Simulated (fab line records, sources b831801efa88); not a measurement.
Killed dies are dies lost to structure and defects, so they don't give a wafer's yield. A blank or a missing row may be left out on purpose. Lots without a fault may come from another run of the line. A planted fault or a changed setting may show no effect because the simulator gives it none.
Chamber matching | flow sky130 | SKY_LI_CONTACT_CMP_02 on cmp-02: 4 sister chambers
The step polishes PSG. 24 wafers are shown with their chamber, then 12 later ones without.

WAFERS WITH THEIR CHAMBER
wafer  | chamber | motor_current_A (A) | time_to_endpoint_s (s) | slurry_filter_dp_kPa (kPa)
L076.2 | 3       | 13.2                | 28.5                   | 13.66
L076.3 | 0       | 10.5                | 37.5                   | 13.67
L076.6 | 0       | 10.1                | 36.9                   | 13.53
L077.1 | 1       | 12.5                | 36.4                   | 13.38
L077.4 | 0       | 10.7                | 39.7                   | 13.42
L077.5 | 2       | 11.6                | 36.9                   | 13.43
L078.1 | 1       | 12.2                | 31.3                   | 13.42
L078.4 | 2       | 12.0                | 31.6                   | 13.67
L078.6 | 2       | 11.7                | 32.0                   | 13.65
L083.1 | 3       | 13.7                | 30.1                   | 13.47
L083.2 | 0       | 10.3                | 31.9                   | 13.46
L083.6 | 1       | 11.5                | 29.8                   | 13.62
L084.1 | 0       | 9.7                 | 34.1                   | 13.52
L084.3 | 1       | 12.6                | 31.1                   | 13.64
L084.6 | 0       | 10.2                | 35.2                   | 13.55
L085.1 | 3       | 12.9                | 26.9                   | 13.56
L085.4 | 1       | 12.0                | 28.8                   | 13.52
L085.6 | 1       | 12.0                | 32.6                   | 13.47
L088.2 | 3       | 12.9                | 24.2                   | 13.77
L088.5 | 2       | 12.1                | 30.3                   | 13.53
L088.6 | 3       | 13.3                | 26.5                   | 13.58
L090.1 | 0       | 10.7                | 31.9                   | 13.42
L090.2 | 3       | 13.2                | 26.5                   | 13.43
L090.5 | 2       | 11.7                | 29.4                   | 13.59

SIGNATURES (means of the wafers above)
reading              | chamber 0 | chamber 1 | chamber 2 | chamber 3 | scatter within a chamber
motor_current_A      | 10.314    | 12.133    | 11.820    | 13.200    | 0.331
time_to_endpoint_s   | 35.314    | 31.667    | 32.040    | 27.117    | 2.65
slurry_filter_dp_kPa | 13.5100   | 13.5083   | 13.5740   | 13.5783   | 0.104
Rule: a wafer's distance from a chamber is the root of the sum, over the readings, of the square of ((its reading less the chamber's mean) divided by the reading's scatter). The wafer belongs to the nearest chamber; if the next one is less than 2 further off, it can't be placed. The scatter: the root of (the sum of the squares of (reading less its chamber's mean) over the shown wafers, divided by (wafers less chambers)).

WAFERS WITHOUT THEIR CHAMBER
wafer  | motor_current_A (A) | time_to_endpoint_s (s) | slurry_filter_dp_kPa (kPa)
L089.2 | 9.9                 | 34.2                   | 13.59
L089.4 | 12.5                | 31.6                   | 13.67
L089.6 | 11.0                | 35.6                   | 13.61
L094.3 | 11.7                | 30.3                   | 13.53
L094.4 | 10.4                | 35.6                   | 13.66
L094.6 | 10.2                | 34.1                   | 13.30
L096.1 | 12.7                | 25.7                   | 13.59
L096.2 | 13.0                | 33.1                   | 13.59
L096.3 | 10.4                | 31.7                   | 13.35
L097.3 | 12.3                | 35.1                   | 13.32
L097.5 | 10.0                | 33.7                   | 13.46
L097.6 | 12.4                | 34.4                   | 13.48

WHICH CHAMBER EACH WENT THROUGH
wafer  | from the rows above          | in truth
L089.2 | 0                            | 0
L089.4 | can't be placed: 1 or 2 or 3 | 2
L089.6 | can't be placed: 0 or 2 or 1 | 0
L094.3 | can't be placed: 2 or 1      | 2
L094.4 | 0                            | 0
L094.6 | 0                            | 0
L096.1 | can't be placed: 3 or 1 or 2 | 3
L096.2 | can't be placed: 3 or 1 or 2 | 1
L096.3 | 0                            | 0
L097.3 | can't be placed: 1 or 2      | 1
L097.5 | 0                            | 0
L097.6 | can't be placed: 1 or 2      | 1
Placed correctly: 5 of 12. Can't be placed from these rows: 7 (the true chamber is among the candidates in 7). Placed wrongly: 0.
